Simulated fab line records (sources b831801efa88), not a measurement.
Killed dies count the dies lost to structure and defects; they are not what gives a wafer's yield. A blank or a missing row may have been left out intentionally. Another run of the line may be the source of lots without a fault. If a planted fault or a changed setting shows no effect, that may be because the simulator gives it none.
fab line records	flow sky130
record: lots: 13	wafers: 39	last_day: 50
route steps=708 shown GATE_OXIDE@189 LDD_N@248 LDD_P@263 PAD_OPEN@708
lots with no fault: from the same line, run without faults
start_h: the number of hours between the record's first day and the start of the first shown wafer of the lot	wait_h: time in hours since the lot's previous step	" repeats the value in the row above	L1.1+2: several wafers, shown together as one row	- no value, or no start was given	* or withheld: withheld	< > ~ a bound
route shown NAME@n: a module of which the file shows steps, and the number in the route of the first	usual: mean and standard deviation over wafers with no fault	same: alike in all rows	chamber/n: place in a boat	sites: per-site readings	_std_site: the standard deviation of these	_edge_site: the outer-site mean with the inner-site mean subtracted	radius_mm: for every site, how far away it sits from the centre of the wafer	mask NAME#n: copy n	behind: the last tool/chamber to shape the wafer	hold: what put the lot on hold/how long, in hours/how the hold closed	device: which transistor (n, p or np) failed to switch	end of line: the route-end tests of the same wafers	a step without rows: its recipe alone	killed: at the first sort, the dies lost to defects and structure; wafer yield is something else	map: dies across one wafer; x = killed, . = not, _ = none there
set.NAME: the run value of the setting; set.NAME@STEP: its run value at that earlier step	model.NAME: the simulator's own value behind a step, which no gauge read
one table for each step of the route and one row for each wafer, over a sample of lots
services: from which hour (start_h, from the record's first day; less than 0 if before it) a tool's chamber was out of use, for how many hours, and why
== steps ==
step: SKY_GATE_OXIDE_THK_MEAS_02
recipe: reads: SiO2_of_GATE_OXIDE_OXIDATION_01
usual: GATE_OXIDE_OXIDATION_00_THK: 10.38/0.22
lot.wafer	tool	chamber	start_h	wait_h	GATE_OXIDE_OXIDATION_00_THK[nm]
L279.3	film_metro-03	-	305.66	0.0	10.08
L279.5	"	-	"	"	10.10
L279.6	"	-	"	"	10.07
L280.1	film_metro-03	-	309.31	0.0	10.43
L280.2	"	-	"	"	10.40
L280.4	"	-	"	"	10.37
L281.2	film_metro-02	-	309.32	0.0	10.30
L281.5	"	-	"	"	10.34
L281.6	"	-	"	"	10.20
L284.2	film_metro-04	-	344.15	0.0	10.41
L284.5	"	-	"	"	10.22
L284.6	"	-	"	"	10.27
L286.1	film_metro-04	-	348.80	0.0	10.29
L286.4	"	-	"	"	10.46
L286.5	"	-	"	"	10.25
L287.4	film_metro-03	-	355.49	0.0	10.54
L287.5	"	-	"	"	10.38
L287.6	"	-	"	"	10.45
L288.2	film_metro-03	-	386.47	0.0	10.48
L288.3	"	-	"	"	10.35
L288.5	"	-	"	"	10.50
L289.1	film_metro-04	-	387.87	0.0	10.02
L289.3	"	-	"	"	10.25
L289.6	"	-	"	"	10.15
L290.2	film_metro-03	-	389.30	0.0	10.43
L290.5	"	-	"	"	10.41
L290.6	"	-	"	"	10.34
L295.1	film_metro-02	-	419.85	0.0	10.69
L295.2	"	-	"	"	10.64
L295.4	"	-	"	"	10.64
L296.3	film_metro-03	-	425.50	0.0	10.44
L296.5	"	-	"	"	10.61
L296.6	"	-	"	"	10.64
L297.4	film_metro-02	-	441.08	0.0	10.67
L297.5	"	-	"	"	10.71
L297.6	"	-	"	"	10.74
L300.1	film_metro-02	-	456.49	0.0	10.23
L300.2	"	-	"	"	10.59
L300.4	"	-	"	"	10.46
step: SKY_GATE_OXIDE_STRIP_13
recipe: chemistry: O2/N2	power_w: 1400	pressure_mtorr: 1500	platen_temp_c: withheld	o2_flow_sccm: 3000	n2_flow_sccm: 300	overash_fraction: 0.5
usual: drypump_motor_current_A: 5.92/0.23	oes_product_au: 0.715/0.0044	strip_time_to_endpoint_s: 14.17/0.041
lot.wafer	tool	chamber	start_h	wait_h	drypump_motor_current_A	oes_product_au	rf_hours_counter_h	strip_time_to_endpoint_s
L279.3	plasma_asher-03	0	331.20	0.0	5.69	0.720	-	14.12
L279.5	"	1	"	"	5.86	0.715	-	14.18
L279.6	"	0	"	"	5.74	0.711	-	14.13
L281.2	plasma_asher-03	1	335.27	0.0	5.83	0.705	21	14.17
L281.5	"	1	"	"	5.85	0.716	-	14.14
L281.6	"	0	"	"	5.74	0.715	-	14.16
L280.1	plasma_asher-04	1	335.32	0.0	6.36	0.714	50	14.15
L280.2	"	0	"	"	5.76	0.717	50	14.14
L280.4	"	1	"	"	6.36	0.710	-	14.10
L284.2	plasma_asher-02	1	369.88	0.0	5.87	0.716	69	14.20
L284.5	"	1	"	"	5.84	0.712	-	14.23
L284.6	"	0	"	"	5.83	0.713	-	14.22
L286.1	plasma_asher-04	1	376.22	0.0	6.34	0.719	54	14.13
L286.4	"	1	"	"	6.36	0.716	-	14.14
L286.5	"	1	"	"	6.35	0.717	-	14.18
L287.4	plasma_asher-02	0	382.70	0.0	5.83	0.714	-	14.15
L287.5	"	0	"	"	5.84	0.709	-	14.18
L287.6	"	1	"	"	5.86	0.719	-	14.17
L288.2	plasma_asher-02	0	416.34	0.0	5.82	0.721	73	14.17
L288.3	"	0	"	"	5.81	0.727	-	14.21
L288.5	"	1	"	"	5.83	0.709	-	14.17
L289.1	plasma_asher-03	0	417.64	0.0	5.77	0.716	28	14.25
L289.3	"	1	"	"	5.83	0.714	-	14.21
L289.6	"	1	"	"	5.84	0.719	-	14.23
L290.2	plasma_asher-04	1	418.68	0.0	6.37	0.714	58	14.23
L290.5	"	0	"	"	5.74	0.714	-	14.24
L290.6	"	1	"	"	6.36	0.714	-	14.24
L295.1	plasma_asher-02	0	451.07	0.0	5.81	0.709	77	14.17
L295.2	"	1	"	"	5.87	0.717	77	14.19
L295.4	"	1	"	"	5.88	0.709	-	14.15
L296.3	plasma_asher-02	0	456.51	0.0	5.83	0.720	-	14.16
L296.5	"	0	"	"	5.82	0.712	-	14.16
L296.6	"	1	"	"	5.85	0.718	-	14.19
L297.4	plasma_asher-04	0	471.80	0.0	5.80	0.717	-	14.16
L297.5	"	1	"	"	6.37	0.717	-	14.20
L297.6	"	0	"	"	5.78	0.718	-	14.17
L300.1	plasma_asher-04	1	487.32	0.0	6.34	0.719	66	14.21
L300.2	"	0	"	"	5.75	0.713	66	14.13
L300.4	"	0	"	"	5.78	0.721	-	14.18
step: SKY_LDD_N_IMPLANT_11
recipe: species: As	energy_kev: 20	dose_cm2: 7.5e+13	tilt_deg: withheld	rotation_deg: 293
usual: dose_ions_cm2: 7.501e+13/8.5e+10	rotation_deg: 293.00/0.053
lot.wafer	tool	chamber	start_h	wait_h	dose_ions_cm2	rotation_deg
L279.3	implanter-03	0	426.06	0.1	7.5e+13	292.91
L279.5	"	0	"	"	7.5e+13	292.98
L279.6	"	0	"	"	7.5e+13	292.97
L280.1	implanter-03	0	435.66	0.1	7.491e+13	293.03
L280.2	"	0	"	"	7.499e+13	292.99
L280.4	"	0	"	"	7.509e+13	293.10
L281.2	implanter-02	0	436.09	0.1	7.499e+13	293.07
L281.5	"	0	"	"	7.498e+13	292.92
L281.6	"	0	"	"	7.495e+13	293.05
L284.2	implanter-01	0	467.89	0.1	7.498e+13	293.03
L284.5	"	0	"	"	7.483e+13	293.06
L284.6	"	0	"	"	7.492e+13	293.00
L286.1	implanter-01	0	475.10	0.1	7.483e+13	293.08
L286.4	"	0	"	"	7.504e+13	293.07
L286.5	"	0	"	"	7.507e+13	293.09
L287.4	implanter-02	0	481.27	0.1	7.509e+13	293.00
L287.5	"	0	"	"	7.506e+13	293.07
L287.6	"	0	"	"	7.502e+13	292.95
L288.2	implanter-01	0	516.84	0.1	7.508e+13	292.99
L288.3	"	0	"	"	7.502e+13	293.03
L288.5	"	0	"	"	7.487e+13	293.03
L290.2	implanter-03	0	519.22	0.1	7.505e+13	292.97
L290.5	"	0	"	"	7.507e+13	293.12
L290.6	"	0	"	"	7.509e+13	292.95
L289.1	implanter-01	0	520.36	0.1	7.504e+13	292.95
L289.3	"	0	"	"	7.502e+13	292.98
L289.6	"	0	"	"	7.502e+13	292.98
L295.1	implanter-01	0	553.75	0.1	7.506e+13	353.79
L295.2	"	0	"	"	7.516e+13	353.78
L295.4	"	0	"	"	7.503e+13	353.72
L296.3	implanter-01	0	556.61	0.1	7.51e+13	353.67
L296.5	"	0	"	"	7.516e+13	353.64
L296.6	"	0	"	"	7.508e+13	353.71
L297.4	implanter-02	0	571.64	0.1	7.513e+13	293.13
L297.5	"	0	"	"	7.512e+13	293.05
L297.6	"	0	"	"	7.505e+13	292.95
L300.1	implanter-03	0	585.90	0.1	7.493e+13	293.00
L300.2	"	0	"	"	7.488e+13	293.01
L300.4	"	0	"	"	7.509e+13	293.01
step: SKY_LDD_P_OVL_MEAS_08
usual: LDD_P_OVL: 0.7/1.4
lot.wafer	tool	chamber	start_h	wait_h	LDD_P_OVL[nm]
L279.3	overlay-02	-	457.76	0.1	0.6
L279.5	"	-	"	"	0.3
L279.6	"	-	"	"	-0.2
L280.1	overlay-01	-	467.77	0.1	1.7
L280.2	"	-	"	"	2.4
L280.4	"	-	"	"	0.7
L281.2	overlay-01	-	468.16	0.1	3.0
L281.5	"	-	"	"	1.5
L281.6	"	-	"	"	2.3
L284.2	overlay-01	-	499.87	0.1	1.0
L284.5	"	-	"	"	1.3
L284.6	"	-	"	"	2.0
L286.1	overlay-02	-	506.77	0.1	2.9
L286.4	"	-	"	"	2.9
L286.5	"	-	"	"	1.0
L287.4	overlay-02	-	513.22	0.1	2.3
L287.5	"	-	"	"	2.3
L287.6	"	-	"	"	3.0
L288.2	overlay-01	-	548.25	0.1	3.2
L288.3	"	-	"	"	1.4
L288.5	"	-	"	"	-0.8
L290.2	overlay-02	-	550.67	0.1	1.9
L290.5	"	-	"	"	-0.1
L290.6	"	-	"	"	1.7
L289.1	overlay-02	-	551.25	0.1	1.7
L289.3	"	-	"	"	0.3
L289.6	"	-	"	"	-1.4
L295.1	overlay-02	-	584.70	0.1	0.0
L295.2	"	-	"	"	2.9
L295.4	"	-	"	"	-0.4
L296.3	overlay-02	-	587.08	0.1	-1.4
L296.5	"	-	"	"	-0.2
L296.6	"	-	"	"	-2.2
L297.4	overlay-01	-	602.02	0.1	-1.7
L297.5	"	-	"	"	0.5
L297.6	"	-	"	"	0.4
L300.1	overlay-02	-	616.82	0.1	0.6
L300.2	"	-	"	"	-0.3
L300.4	"	-	"	"	0.4
step: SKY_PAD_OPEN_PROBE_99
usual: killed_at_M0_to_M3: 43/6.8	killed_at_M4_up: 3.0/1.6	killed_at_contacts: 25/6	killed_at_front_end: 15/4.4	killed_at_other: 0.3/0.52	killed_dies: 86/9.6	killed_open: 47/6.7	killed_short: 39/6.8
same: gross_dies: 492	killed_at_back_side: 0
lot.wafer	tool	chamber	start_h	wait_h	killed_at_M0_to_M3	killed_at_M4_up	killed_at_contacts	killed_at_front_end	killed_at_other	killed_dies	killed_open	killed_short
L279.3	prober-01	-	1096.75	0.2	37	2	31	13	1	84	44	39
L279.5	prober-01	-	1096.85	0.2	42	4	27	11	0	84	48	36
L279.6	prober-01	-	1096.90	0.2	44	5	23	17	0	89	46	41
L280.1	prober-02	-	1097.91	0.1	47	2	23	17	0	89	48	41
L280.2	prober-02	-	1097.96	0.1	45	3	15	16	0	79	45	33
L280.4	prober-02	-	1098.06	0.2	29	4	16	15	0	64	29	35
L281.2	prober-01	-	1102.18	0.1	42	3	16	15	0	76	41	35
L281.5	prober-01	-	1102.33	0.2	41	1	10	17	0	69	30	39
L281.6	prober-01	-	1102.38	0.2	44	3	39	17	0	103	54	49
L284.2	prober-01	-	1121.11	0.1	43	6	24	17	1	91	46	45
L284.5	prober-01	-	1121.26	0.2	45	4	14	12	0	75	37	38
L284.6	prober-01	-	1121.31	0.2	60	0	23	9	0	92	38	54
L286.1	prober-02	-	1128.31	0.1	36	7	27	8	0	78	48	30
L286.4	prober-02	-	1128.46	0.2	49	4	21	11	0	85	36	48
L286.5	prober-02	-	1128.51	0.2	58	2	21	13	0	94	54	40
L287.4	prober-01	-	1130.14	0.2	49	3	21	13	0	86	39	47
L287.5	prober-01	-	1130.19	0.2	43	3	23	16	0	85	42	43
L287.6	prober-01	-	1130.24	0.2	37	4	24	11	0	76	47	29
L288.2	prober-02	-	1154.40	0.1	35	2	20	17	0	74	43	31
L288.3	prober-02	-	1154.45	0.2	46	2	19	13	0	80	45	35
L288.5	prober-02	-	1154.55	0.2	40	6	25	20	0	91	51	40
L290.2	prober-01	-	1154.78	0.1	54	3	17	18	0	92	54	38
L290.5	prober-01	-	1154.93	0.2	36	1	25	9	0	71	33	38
L290.6	prober-01	-	1154.98	0.2	43	2	14	10	0	69	40	29
L289.1	prober-02	-	1155.85	0.1	44	2	23	18	0	87	46	41
L289.3	prober-02	-	1155.95	0.2	33	5	22	12	0	72	44	28
L289.6	prober-02	-	1156.10	0.2	42	1	21	9	0	73	43	30
L295.1	prober-01	-	1174.40	0.1	36	2	15	14	0	67	39	28
L295.2	prober-01	-	1174.45	0.1	39	4	24	16	0	83	45	38
L295.4	prober-01	-	1174.55	0.2	58	2	22	7	0	89	50	39
L296.3	prober-02	-	1176.92	0.2	47	3	14	26	2	92	44	46
L296.5	prober-02	-	1177.02	0.2	45	1	24	19	2	91	41	50
L296.6	prober-02	-	1177.07	0.2	52	2	24	9	1	88	43	44
L297.4	prober-01	-	1185.28	0.2	45	3	18	18	1	85	42	43
L297.5	prober-01	-	1185.33	0.2	33	6	16	18	0	73	42	30
L297.6	prober-01	-	1185.38	0.2	39	2	19	15	1	76	50	26
L300.1	prober-02	-	1192.58	0.1	47	1	28	17	1	94	45	49
L300.2	prober-02	-	1192.63	0.1	36	5	24	19	0	84	49	33
L300.4	prober-02	-	1192.73	0.2	62	2	29	21	0	114	62	52
killed by level:class
L279.3 CONTACT:geometric_particle:open=10 VIA1:geometric_particle:open=9 LI_CONTACT:geometric_particle:open=7 LOCAL_INTERCONNECT:geometric_particle:short=6 VIA3:geometric_particle:open=5 POLY_GATE:geometric_particle:short=4 VIA1:geometric_particle:short=4 METAL1:geometric_particle:short=4
L279.5 CONTACT:geometric_particle:open=11 VIA1:geometric_particle:open=8 LI_CONTACT:geometric_particle:open=7 METAL2:geometric_particle:short=6 VIA3:geometric_particle:open=6 VIA3:geometric_particle:short=5 VIA1:geometric_particle:short=5 VIA2:geometric_particle:open=5
L279.6 CONTACT:geometric_particle:open=10 METAL2:geometric_particle:short=9 VIA1:geometric_particle:open=8 VIA3:geometric_particle:open=7 VIA1:geometric_particle:short=6 VIA2:geometric_particle:open=6 FIELD_ISO:geometric_particle:open=5 LI_CONTACT:geometric_particle:open=4
L280.1 LI_CONTACT:geometric_particle:open=7 VIA1:geometric_particle:open=7 VIA3:geometric_particle:open=7 VIA2:geometric_particle:open=6 VIA1:geometric_particle:short=6 METAL2:geometric_particle:short=6 POLY_GATE:geometric_particle:open=5 LOCAL_INTERCONNECT:geometric_particle:short=5
L280.2 VIA1:geometric_particle:open=11 CONTACT:geometric_particle:open=8 METAL2:geometric_particle:short=7 VIA3:geometric_particle:open=6 VIA2:geometric_particle:open=5 FIELD_ISO:geometric_particle:open=4 POLY_GATE:geometric_particle:short=4 POLY_GATE:geometric_particle:open=4
L280.4 VIA1:geometric_particle:open=6 CONTACT:geometric_particle:open=6 METAL2:geometric_particle:short=5 POLY_GATE:geometric_particle:short=4 LOCAL_INTERCONNECT:geometric_particle:short=4 METAL1:geometric_particle:short=4 VIA2:geometric_particle:open=4 FIELD_ISO:geometric_particle:short=3
L281.2 VIA1:geometric_particle:open=10 LI_CONTACT:geometric_particle:open=7 VIA3:geometric_particle:open=6 FIELD_ISO:geometric_particle:short=5 VIA2:geometric_particle:open=5 METAL2:geometric_particle:short=5 CONTACT:geometric_particle:open=4 METAL3:geometric_particle:short=4
L281.5 METAL1:geometric_particle:short=8 FIELD_ISO:geometric_particle:short=7 VIA3:geometric_particle:short=7 FIELD_ISO:geometric_particle:open=6 VIA3:geometric_particle:open=6 VIA1:geometric_particle:open=5 CONTACT:geometric_particle:open=4 VIA1:geometric_particle:short=4
L281.6 CONTACT:geometric_particle:open=14 LI_CONTACT:geometric_particle:open=9 VIA2:geometric_particle:open=8 LOCAL_INTERCONNECT:geometric_particle:short=7 VIA1:geometric_particle:open=7 CONTACT:geometric_particle:short=6 VIA3:geometric_particle:open=6 METAL1:geometric_particle:short=6
L284.2 VIA3:geometric_particle:open=10 VIA1:geometric_particle:short=8 CONTACT:geometric_particle:open=8 FIELD_ISO:geometric_particle:short=7 METAL2:geometric_particle:short=6 VIA2:geometric_particle:open=6 CONTACT:geometric_particle:short=5 LOCAL_INTERCONNECT:geometric_particle:open=5
L284.5 VIA1:geometric_particle:open=9 VIA1:geometric_particle:short=8 VIA2:geometric_particle:open=5 METAL2:geometric_particle:short=5 POLY_GATE:geometric_particle:open=4 LI_CONTACT:geometric_particle:short=4 LI_CONTACT:geometric_particle:open=4 METAL3:geometric_particle:short=4
L284.6 VIA1:geometric_particle:open=11 CONTACT:geometric_particle:short=10 METAL1:geometric_particle:short=8 METAL2:geometric_particle:short=8 VIA3:geometric_particle:short=8 VIA1:geometric_particle:short=7 CONTACT:geometric_particle:open=6 VIA3:geometric_particle:open=6
L286.1 LI_CONTACT:geometric_particle:open=9 CONTACT:geometric_particle:open=9 VIA1:geometric_particle:open=8 METAL4:geometric_particle:short=6 POLY_GATE:geometric_particle:open=5 LOCAL_INTERCONNECT:geometric_particle:short=5 VIA3:geometric_particle:open=5 METAL2:geometric_particle:open=4
L286.4 VIA1:geometric_particle:open=9 VIA3:geometric_particle:open=7 VIA2:geometric_particle:short=7 LOCAL_INTERCONNECT:geometric_particle:short=7 VIA1:geometric_particle:short=6 CONTACT:geometric_particle:open=6 FIELD_ISO:geometric_particle:short=5 VIA2:geometric_particle:open=5
L286.5 VIA1:geometric_particle:open=14 VIA1:geometric_particle:short=11 METAL2:geometric_particle:short=9 LI_CONTACT:geometric_particle:open=8 VIA3:geometric_particle:open=8 CONTACT:geometric_particle:open=7 VIA2:geometric_particle:open=7 POLY_GATE:geometric_particle:open=5
L287.4 METAL2:geometric_particle:short=10 VIA1:geometric_particle:open=9 CONTACT:geometric_particle:open=8 CONTACT:geometric_particle:short=5 METAL1:geometric_particle:short=5 FIELD_ISO:geometric_particle:short=4 POLY_GATE:geometric_particle:short=4 LI_CONTACT:geometric_particle:open=4
L287.5 VIA1:geometric_particle:open=11 POLY_GATE:geometric_particle:open=7 CONTACT:geometric_particle:open=7 CONTACT:geometric_particle:short=6 METAL1:geometric_particle:short=6 VIA1:geometric_particle:short=5 METAL2:geometric_particle:short=5 LI_CONTACT:geometric_particle:short=4
L287.6 LI_CONTACT:geometric_particle:open=10 VIA1:geometric_particle:open=9 VIA3:geometric_particle:open=8 POLY_GATE:geometric_particle:open=5 LI_CONTACT:geometric_particle:short=5 CONTACT:geometric_particle:open=5 METAL3:geometric_particle:short=5 METAL4:geometric_particle:short=4
L288.2 FIELD_ISO:geometric_particle:open=7 CONTACT:geometric_particle:open=7 VIA3:geometric_particle:open=7 VIA1:geometric_particle:short=6 VIA1:geometric_particle:open=6 VIA2:geometric_particle:open=6 POLY_GATE:geometric_particle:open=4 LI_CONTACT:geometric_particle:open=4
L288.3 METAL1:geometric_particle:short=10 VIA3:geometric_particle:open=9 VIA2:geometric_particle:open=8 LI_CONTACT:geometric_particle:open=7 CONTACT:geometric_particle:open=7 FIELD_ISO:geometric_particle:short=5 VIA1:geometric_particle:open=5 VIA2:geometric_particle:short=4
L288.5 VIA1:geometric_particle:open=9 CONTACT:geometric_particle:open=8 FIELD_ISO:geometric_particle:open=7 LI_CONTACT:geometric_particle:open=7 VIA3:geometric_particle:open=7 CONTACT:geometric_particle:short=6 METAL2:geometric_particle:short=5 METAL4:geometric_particle:short=5
L290.2 VIA1:geometric_particle:open=13 VIA2:geometric_particle:open=9 METAL1:geometric_particle:short=7 LI_CONTACT:geometric_particle:open=6 METAL1:geometric_particle:open=5 FIELD_ISO:geometric_particle:open=4 POLY_GATE:geometric_particle:short=4 POLY_GATE:geometric_particle:open=4
L290.5 VIA1:geometric_particle:open=9 LI_CONTACT:geometric_particle:open=8 VIA2:geometric_particle:open=7 LOCAL_INTERCONNECT:geometric_particle:short=6 CONTACT:geometric_particle:short=5 LI_CONTACT:geometric_particle:short=4 VIA1:geometric_particle:short=4 METAL2:geometric_particle:short=4
L290.6 VIA2:geometric_particle:open=9 LI_CONTACT:geometric_particle:open=7 VIA1:geometric_particle:short=7 VIA3:geometric_particle:open=7 VIA1:geometric_particle:open=6 POLY_GATE:geometric_particle:open=3 CONTACT:geometric_particle:short=3 METAL2:geometric_particle:short=3
L289.1 VIA1:geometric_particle:open=12 CONTACT:geometric_particle:open=9 FIELD_ISO:geometric_particle:short=8 METAL1:geometric_particle:short=6 VIA2:geometric_particle:open=5 VIA3:geometric_particle:open=5 LI_CONTACT:geometric_particle:open=4 CONTACT:geometric_particle:short=4
L289.3 CONTACT:geometric_particle:open=9 VIA1:geometric_particle:open=8 VIA2:geometric_particle:open=7 LI_CONTACT:geometric_particle:open=7 VIA2:geometric_particle:short=5 FIELD_ISO:geometric_particle:short=4 VIA3:geometric_particle:open=4 POLY_GATE:geometric_particle:open=4
L289.6 VIA1:geometric_particle:open=10 CONTACT:geometric_particle:open=9 VIA2:geometric_particle:open=8 METAL2:geometric_particle:short=7 LI_CONTACT:geometric_particle:open=5 VIA3:geometric_particle:open=4 FIELD_ISO:geometric_particle:short=3 CONTACT:geometric_particle:short=3
L295.1 VIA1:geometric_particle:open=10 CONTACT:geometric_particle:open=7 METAL1:geometric_particle:short=7 LI_CONTACT:geometric_particle:open=4 METAL2:geometric_particle:short=4 VIA2:geometric_particle:open=4 VIA3:geometric_particle:open=4 FIELD_ISO:geometric_particle:open=3
L295.2 CONTACT:geometric_particle:open=11 VIA1:geometric_particle:open=8 LI_CONTACT:geometric_particle:open=6 FIELD_ISO:geometric_particle:short=5 METAL1:geometric_particle:short=5 METAL3:geometric_particle:short=5 CONTACT:geometric_particle:short=4 VIA1:geometric_particle:short=4
L295.4 CONTACT:geometric_particle:open=13 VIA3:geometric_particle:open=11 VIA1:geometric_particle:open=9 VIA2:geometric_particle:open=9 VIA1:geometric_particle:short=8 METAL1:geometric_particle:short=8 CONTACT:geometric_particle:short=4 METAL2:geometric_particle:short=4
L296.3 METAL2:geometric_particle:short=13 METAL1:geometric_particle:short=8 VIA1:geometric_particle:open=8 FIELD_ISO:geometric_particle:open=7 CONTACT:geometric_particle:open=7 FIELD_ISO:geometric_particle:short=6 POLY_GATE:geometric_particle:short=6 VIA3:geometric_particle:open=5
L296.5 VIA2:geometric_particle:open=8 METAL2:geometric_particle:short=7 FIELD_ISO:geometric_particle:open=6 LOCAL_INTERCONNECT:geometric_particle:short=6 CONTACT:geometric_particle:open=6 LI_CONTACT:geometric_particle:open=5 VIA1:geometric_particle:open=5 VIA3:geometric_particle:open=5
L296.6 METAL1:geometric_particle:short=10 VIA1:geometric_particle:open=9 CONTACT:geometric_particle:open=8 METAL2:geometric_particle:short=8 LI_CONTACT:geometric_particle:open=6 LOCAL_INTERCONNECT:geometric_particle:short=5 METAL3:geometric_particle:short=5 METAL1:geometric_particle:open=4
L297.4 VIA1:geometric_particle:open=9 CONTACT:geometric_particle:open=7 METAL2:geometric_particle:short=7 POLY_GATE:geometric_particle:open=5 METAL1:geometric_particle:short=5 VIA2:geometric_particle:open=5 VIA3:geometric_particle:open=4 FIELD_ISO:geometric_particle:short=3
L297.5 VIA1:geometric_particle:open=12 CONTACT:geometric_particle:open=7 LI_CONTACT:geometric_particle:open=6 POLY_GATE:geometric_particle:short=5 POLY_GATE:geometric_particle:open=5 VIA1:geometric_particle:short=5 METAL4:geometric_particle:short=5 SPACER:geometric_particle:open=4
L297.6 VIA2:geometric_particle:open=10 VIA1:geometric_particle:open=10 VIA3:geometric_particle:open=7 POLY_GATE:geometric_particle:open=5 LI_CONTACT:geometric_particle:short=5 CONTACT:geometric_particle:open=5 FIELD_ISO:geometric_particle:open=4 LI_CONTACT:geometric_particle:open=4
L300.1 CONTACT:geometric_particle:open=10 LI_CONTACT:geometric_particle:open=8 VIA1:geometric_particle:short=8 METAL2:geometric_particle:short=8 VIA2:geometric_particle:open=6 METAL1:geometric_particle:short=6 FIELD_ISO:geometric_particle:open=5 VIA1:geometric_particle:open=5
L300.2 VIA1:geometric_particle:open=11 METAL1:geometric_particle:short=10 LI_CONTACT:geometric_particle:open=10 CONTACT:geometric_particle:open=8 FIELD_ISO:geometric_particle:open=5 VIA3:geometric_particle:short=4 POLY_GATE:geometric_particle:open=3 POLY_GATE:geometric_particle:short=3
L300.4 VIA1:geometric_particle:open=17 CONTACT:geometric_particle:open=15 FIELD_ISO:geometric_particle:short=8 VIA3:geometric_particle:open=8 METAL2:geometric_particle:short=7 VIA2:geometric_particle:open=7 VIA1:geometric_particle:short=6 LI_CONTACT:geometric_particle:open=6
== services ==
tool	chamber	start_h	hours	kind
implanter-02	-	319.22	3.0	pm
implanter-01	-	346.55	9.8	repair
implanter-02	-	358.06	1.7	repair
implanter-03	-	415.24	3.9	pm
plasma_asher-04	-	455.46	2.9	repair
implanter-03	-	472.69	2.7	repair
plasma_asher-02	-	472.74	13.8	repair
plasma_asher-03	-	474.60	41.5	pm
implanter-02	-	522.27	0.9	repair
plasma_asher-03	-	544.33	0.4	repair
plasma_asher-03	-	552.93	14.6	pm
implanter-02	-	572.31	5.8	pm
== key ==
first_sign: step: SKY_LDD_N_IMPLANT_11	reading: rotation_deg	direction: up	sigmas: 99+	usual: 293.00	struck: 353.72
effect none on later readings
met_at SKY_LDD_N_IMPLANT_11
struck_lots L295,L296
tester_left_out L295,L296
not_acting_at SKY_GATE_OXIDE_THK_MEAS_02,SKY_GATE_OXIDE_STRIP_13,SKY_LDD_P_OVL_MEAS_08
onset_between 520.36 553.75
fault: kind: process_parameter_drift	tool: implanter-01	chamber: -	onset_h: 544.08	steps: SKY_LDD_N_IMPLANT_11	channel: rotation_deg	offset: 60.726	shape: step	end_h: 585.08	acts_in: these_recipes_only	stated: 293
tester_left_out: of these lots the tester's yield and bins aren't shown, on N5 and GAA mostly nor the transistor test; their killed dies are dies lost to structure and defects alone, not to doping, threshold or leakage, so they don't give the yield
